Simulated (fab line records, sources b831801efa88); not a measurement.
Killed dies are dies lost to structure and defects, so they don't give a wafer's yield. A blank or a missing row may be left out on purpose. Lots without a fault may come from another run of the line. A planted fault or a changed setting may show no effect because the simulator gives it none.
A struck lot beside a sound one | flow sky130 | 18 steps out of a route of 708
Sound: wafers L675.1, L675.2, L675.5. Struck: wafers L680.1, L680.2, L680.4. The cause comes at the end.
At each step with rows: each side's tool, then ch and its chambers, then its first start. Under that, the readings that differ: sound wafers | struck wafers | difference of the means | sigmas: that difference in standard deviations of wafers without a fault.
alike: readings whose means differ by less than 2 such deviations, and words and numbers that are the same on both sides. not compared: withheld readings, readings that some wafer has no value for, bounds like >300 that may hide the same value, and numbers for which the record gives no deviation and whose values overlap.
The two part at a step that has a row with sigmas, a row that says differs or no value, or rows on one side only. Numbers that don't overlap but have no deviation are shown without sigmas and don't part them. A reading that every wafer of one side lacks parts them only if that side has two wafers or more.

SKY_LDD_HVP_STRIP_09: strips in O2/N2.
  sound on plasma_asher-04 ch 0,1, day 25 07:43; struck on plasma_asher-01 ch 0,1, day 26 16:13
  alike: drypump_motor_current_A, oes_product_au, strip_time_to_endpoint_s
  not compared: rf_hours_counter_h
SKY_LDD_HVP_TW_MEAS_10:
  sound on film_metro-01, day 25 07:49; struck on film_metro-04, day 26 16:19
  alike: LDD_HVP_TW
then, 7 steps without rows for these wafers: SKY_LDD_LDN_DEHYDRATE_00 (time 60 s); SKY_LDD_LDN_HMDS_01 (prime time 60 s); SKY_LDD_LDN_COAT_02 (resist thk 1140 nm); SKY_LDD_LDN_SOFTBAKE_03 (time 60 s); SKY_LDD_LDN_EXPOSE_04 (exposes mask LDNTM, target cd 700 nm); SKY_LDD_LDN_PEB_05; SKY_LDD_LDN_DEVELOP_06 (develop time 60 s).
SKY_LDD_LDN_OVL_MEAS_07:
  sound on overlay-02, day 26 12:05; struck on overlay-01, day 27 20:23
  alike: LDD_LDN_OVL
then, 2 steps without rows for these wafers: SKY_LDD_LDN_IMPLANT_08; SKY_LDD_LDN_IMPLANT_09.
SKY_LDD_LDN_IMPLANT_10:
  sound on implanter-02 ch 0, day 26 12:25; struck on implanter-02 ch 0, day 27 20:43
  reading            | sound                            | struck                           | difference  | sigmas
  dose_ions_cm2      | 1.2463e+13 1.2496e+13 1.2502e+13 | 2.1477e+13 2.1478e+13 2.1486e+13 | +8.9933e+12 | +99 or more
  faraday_current_uA | 72.1 70.9 69.5                   | 120.3 123.3 121.8                | +51.0       | +36
then, 1 step without rows for these wafers: SKY_LDD_LDN_IMPLANT_11.
SKY_LDD_LDN_STRIP_12: strips in O2/N2.
  sound on plasma_asher-01 ch 0,1, day 26 12:43; struck on plasma_asher-01 ch 0,1, day 27 21:01
  alike: drypump_motor_current_A, oes_product_au, strip_time_to_endpoint_s
  not compared: rf_hours_counter_h
SKY_LDD_LDN_TW_MEAS_13:
  sound on film_metro-01, day 26 12:49; struck on film_metro-03, day 27 21:07
  reading    | sound          | struck         | difference | sigmas
  LDD_LDN_TW | 1469 1464 1457 | 1555 1546 1558 | +90        | +7
then, 1 step without rows for these wafers: SKY_LDD_LDN_CLEAN_14 (cleans in SC1/SC2, time 150 s).
-- the record jumps here: 21 days lie between the struck wafers' starts before and after (it left off in module LDD_LDN and takes up again in module PAD_OPEN, whose first step shown is number 708 of the route) --
SKY_PAD_OPEN_PROBE_99:
  sound on prober-02, day 48 06:37; struck on prober-01, day 49 04:58
  reading                         | sound          | struck         | difference | sigmas
  model.etest.tip_sonos.rs_ohm_sq | 2784 2691 2728 | 2367 2346 2349 | -380       |
  alike: killed_at_M0_to_M3, killed_at_M4_up, killed_at_contacts, killed_at_front_end, killed_at_other, killed_dies, killed_open, killed_short

WHERE THEY PART
First at SKY_LDD_LDN_IMPLANT_10; last, within this record, at SKY_LDD_LDN_TW_MEAS_13. Later steps at which nothing parts them and some readings are alike: SKY_PAD_OPEN_PROBE_99.

WHY: what the simulator had put in
Process parameter drift: implanter-02, from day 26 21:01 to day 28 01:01, at SKY_LDD_LDN_IMPLANT_10. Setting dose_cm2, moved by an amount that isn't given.
